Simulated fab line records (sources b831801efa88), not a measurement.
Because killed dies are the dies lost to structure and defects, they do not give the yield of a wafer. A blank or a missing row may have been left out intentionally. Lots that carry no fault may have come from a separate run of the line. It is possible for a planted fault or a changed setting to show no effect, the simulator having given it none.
The tool behind it: which one? | flow sky130 | 20 wafers from 7 lots sampled at 4 of the route's 708 steps

== WHAT THE GAUGES SHOWED, per wafer ==
SKY_DNWELL_TW_MEAS_09.
lot  | measured    | on            | DNWELL_TW
L782 | day 3 09:09 | film metro-02 | 1110 1117 1112
L784 | day 3 19:28 | film metro-02 | 1110 1109 1112
L786 | day 4 09:08 | film metro-03 | 1103 1111 1115
L799 | day 7 06:02 | film metro-01 | 1116 1117 1118
L802 | day 7 17:50 | film metro-01 | 1128 1128 1125
L804 | day 8 08:13 | film metro-02 | 1104 1104 1102

== WHICH TOOL RAN EACH LOT (tool, then ch and the chambers of the sampled wafers, then the start) ==
lot  | SKY_FIELD_ISO_ETCH_14             | SKY_FIELD_ISO_ETCH_15             | SKY_FIELD_ISO_STRIP_16
L782 | rie diel-03 ch 2,3, day 2 09:29   | rie diel-03 ch 2,3, day 2 09:32   | plasma asher-04 ch 0,1, day 2 09:37
L784 | rie diel-04 ch 0,2,3, day 2 19:45 | rie diel-04 ch 0,2,3, day 2 19:47 | plasma asher-03 ch 0, day 2 19:51
L786 | rie diel-03 ch 0,1,3, day 3 09:32 | rie diel-03 ch 0,1,3, day 3 09:35 | plasma asher-04 ch 0,1, day 3 09:38
L794 | rie diel-01 ch 0,3, day 5 01:15   | rie diel-01 ch 0,3, day 5 01:17   | plasma asher-04 ch 0,1, day 5 01:21
L799 | rie diel-03 ch 1,3, day 6 02:38   | rie diel-03 ch 1,3, day 6 02:41   | plasma asher-02 ch 0,1, day 6 02:46
L802 | rie diel-04 ch 1,2, day 6 16:41   | rie diel-04 ch 1,2, day 6 16:44   | plasma asher-04 ch 0,1, day 6 16:49
L804 | rie diel-03 ch 0,3, day 7 05:02   | rie diel-03 ch 0,3, day 7 05:05   | plasma asher-04 ch 0,1, day 7 05:08
- SKY_FIELD_ISO_ETCH_14: etches BARC in N2/H2, stops on SiO2, time 45.9 s, target depth 60 nm.
- SKY_FIELD_ISO_ETCH_15: etches the open film in CHF3/O2, stops on Si, target depth 180 nm, time 72 s.
- SKY_FIELD_ISO_STRIP_16: strips in O2/N2.

== THE ANSWER, worked out from the rows above alone ==
Rule: what is usual is taken from the lots themselves. Put in order of their means at a reading, lots are off if they are a third of the lots or fewer, leave a main group of 4 or more, and stand apart from it by a gap of 3 or more times the standard deviation of the main group's means; of several such gaps the widest counts. If all means in a main group match to the digits the tables above print for the reading, that group is not used. A lot without any number at a reading at which 4 lots or more have one is off too. Any other lot the step has rows for is counted as sound.
No lot is off at any reading shown: from this, nothing can be told.

== WHAT WAS PUT IN BY THE SIMULATOR ==
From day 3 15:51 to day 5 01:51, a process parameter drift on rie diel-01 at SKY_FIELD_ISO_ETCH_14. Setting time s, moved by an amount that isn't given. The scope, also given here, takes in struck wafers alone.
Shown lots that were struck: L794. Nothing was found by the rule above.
